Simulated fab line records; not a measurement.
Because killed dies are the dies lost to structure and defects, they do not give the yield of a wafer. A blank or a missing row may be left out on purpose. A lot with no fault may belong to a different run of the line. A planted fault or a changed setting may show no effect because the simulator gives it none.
The tool behind it: which one?    flow gf180mcu    12 lots with 36 wafers sampled at 4 steps, on a route of 602 steps

== WHAT EACH GAUGE READ, for each wafer ==
GF_STI_THK_MEAS_04. Usual: STI_CVD_03_THK gives 207.1 nm (standard deviation 2.3).
lot   measured     on            STI_CVD_03_THK (nm)  flag
L813  day 1 15:53  filmMetro-02  206.6 205.5 205.8    
L814  day 1 19:48  filmMetro-02  208.5 206.5 204.5    
L816  day 2 08:02  filmMetro-02  206.6 206.1 205.0    
L817  day 2 09:44  filmMetro-02  205.9 207.2 206.2    
L818  day 2 14:45  filmMetro-04  206.9 207.6 205.6    
L823  day 3 16:33  filmMetro-04  208.4 209.3 208.9    
L827  day 4 12:34  filmMetro-02  211.4 209.6 208.9    
L831  day 5 10:11  filmMetro-04  209.0 208.1 207.8    
L832  day 5 13:34  filmMetro-01  211.2 209.7 210.1    
L834  day 5 23:34  filmMetro-01  210.5 209.7 207.9    
L835  day 6 04:33  filmMetro-02  207.7 208.5 208.4    
L836  day 6 09:33  filmMetro-04  210.1 210.6 208.1    

GF_STI_THK_MEAS_24. Usual: STI_CVD_23_THK gives 651 nm (standard deviation 8.7).
lot   measured     on            STI_CVD_23_THK (nm)  flag
L813  day 2 05:14  filmMetro-01  644 648 656          
L814  day 2 10:11  filmMetro-01  662 657 664          
L816  day 2 22:29  filmMetro-02  648 676 651          
L817  day 3 00:16  filmMetro-02  643 644 649          
L818  day 3 05:25  filmMetro-04  652 665 651          
L823  day 4 07:31  filmMetro-02  639 652 642          
L827  day 5 04:44  filmMetro-01  644 662 647          
L831  day 6 01:44  filmMetro-04  644 643 639          
L832  day 6 06:11  filmMetro-04  664 647 655          
L834  day 6 17:07  filmMetro-04  639 644 637          
L835  day 6 21:37  filmMetro-02  636 634 640          
L836  day 7 01:58  filmMetro-02  648 653 656          

== WHICH TOOL RAN EACH LOT (tool, then ch and the chambers of the sampled wafers, then the start) ==
lot   GF_STI_ETCH_13                    GF_STI_STRIP_15
L813  rieDiel-04 ch 0,1, day 2 03:18    plasmaAsher-03 ch 0, day 2 03:27
L814  rieDiel-04 ch 0,3, day 2 07:45    plasmaAsher-04 ch 0,1, day 2 07:56
L816  rieDiel-01 ch 1,2,3, day 2 20:20  plasmaAsher-03 ch 0,1, day 2 20:30
L817  rieDiel-01 ch 0,2,3, day 2 22:14  plasmaAsher-01 ch 0,1, day 2 22:23
L818  rieDiel-01 ch 1,2,3, day 3 03:23  plasmaAsher-03 ch 0,1, day 3 03:33
L823  rieDiel-01 ch 1,2,3, day 4 05:38  plasmaAsher-03 ch 0,1, day 4 05:48
L827  rieDiel-04 ch 1,2, day 5 02:50    plasmaAsher-03 ch 0,1, day 5 03:00
L831  rieDiel-04 ch 0,1, day 5 23:44    plasmaAsher-03 ch 0,1, day 5 23:56
L832  rieDiel-04 ch 0,3, day 6 04:17    plasmaAsher-04 ch 0,1, day 6 04:29
L834  rieDiel-04 ch 0,3, day 6 14:38    plasmaAsher-03 ch 0,1, day 6 14:50
L835  rieDiel-01 ch 1,2,3, day 6 19:44  plasmaAsher-04 ch 0,1, day 6 19:53
L836  rieDiel-04 ch 1,2,3, day 7 00:05  plasmaAsher-04 ch 0,1, day 7 00:15
- GF_STI_ETCH_13: etches the open film in CHF3/O2, stops on Si, target depth 282.31 nm, time 112.9 s.
- GF_STI_STRIP_15: strips in O2/N2.

== WHAT THE TOOLS THEMSELVES READ (means of the sampled wafers that have a number; where no wafer has one, the mark that the record gives instead) ==
GF_STI_ETCH_13. Usual: drypumpMotorCurrentA 5.8 A, standard deviation 0.6; oesProductAu 0.832 a.u., standard deviation 0.0069; runLengthS 141.1 s, standard deviation 0.48; throttleValvePct 8.811 %, standard deviation 0.0097.
lot   tool        drypumpMotorCurrentA (A)  oesProductAu (a.u.)  runLengthS (s)  throttleValvePct (%)  flag
L813  rieDiel-04  5.9                       0.831                140.7           8.812                 
L814  rieDiel-04  5.2                       0.828                141.2           8.813                 
L816  rieDiel-01  6.4                       0.832                141.4           8.810                 
L817  rieDiel-01  6.4                       0.832                141.2           8.814                 
L818  rieDiel-01  6.5                       0.889                134.0           8.825                 OFF
L823  rieDiel-01  6.5                       0.901                134.2           8.841                 OFF
L827  rieDiel-04  5.7                       0.842                141.0           8.813                 
L831  rieDiel-04  5.5                       0.829                140.9           8.809                 
L832  rieDiel-04  5.2                       0.835                141.0           8.822                 
L834  rieDiel-04  5.2                       0.834                141.2           8.808                 
L835  rieDiel-01  6.5                       0.833                141.7           8.810                 
L836  rieDiel-04  5.4                       0.844                141.0           8.815                 

GF_STI_STRIP_15. Usual: drypumpMotorCurrentA 5.4 A, standard deviation 0.39; heaterPowerW 358 W, standard deviation 42; oesProductAu 0.385 a.u., standard deviation 0.0051; stripTimeToEndpointS 3.75 s, standard deviation 0.06.
lot   tool            drypumpMotorCurrentA (A)  heaterPowerW (W)  oesProductAu (a.u.)  stripTimeToEndpointS (s)  flag
L813  plasmaAsher-03  5.0                       415               0.387                3.76                      
L814  plasmaAsher-04  5.3                       370               0.387                3.71                      
L816  plasmaAsher-03  5.2                       359               0.385                3.77                      
L817  plasmaAsher-01  6.0                       328               0.385                3.74                      
L818  plasmaAsher-03  5.3                       362               0.392                3.90                      
L823  plasmaAsher-03  5.3                       365               0.389                3.92                      
L827  plasmaAsher-03  5.1                       389               0.385                3.74                      
L831  plasmaAsher-03  5.3                       361               0.384                3.76                      
L832  plasmaAsher-04  5.3                       369               0.380                3.68                      
L834  plasmaAsher-03  5.3                       360               0.383                3.71                      
L835  plasmaAsher-04  5.1                       346               0.386                3.79                      
L836  plasmaAsher-04  5.3                       373               0.382                3.81                      

== THE ANSWER, worked out from the rows above alone ==
Rule: take the mean of a lot's wafers that have a number; if it is more than 3 standard deviations from the usual mean, the lot is off. Also off: a lot with no number at a reading for which 4 or more lots have one. The other lots that the step has rows for count as sound. Order of review: gauges by route order, followed by the tools' own readings, for which a lot's mean as printed above is used. The first step at which some lot is off is used, and at that step the reading that is off furthest; a lot without a number counts as furthest.
Off, at GF_STI_ETCH_13 on runLengthS: L818, L823.
If a tool, at that step or one of the process steps before it, ran each lot that is off and ran no sound lot following the first of them, it fits. Not one of the candidates tried fits.

== WHAT THE SIMULATOR HAD INSERTED ==
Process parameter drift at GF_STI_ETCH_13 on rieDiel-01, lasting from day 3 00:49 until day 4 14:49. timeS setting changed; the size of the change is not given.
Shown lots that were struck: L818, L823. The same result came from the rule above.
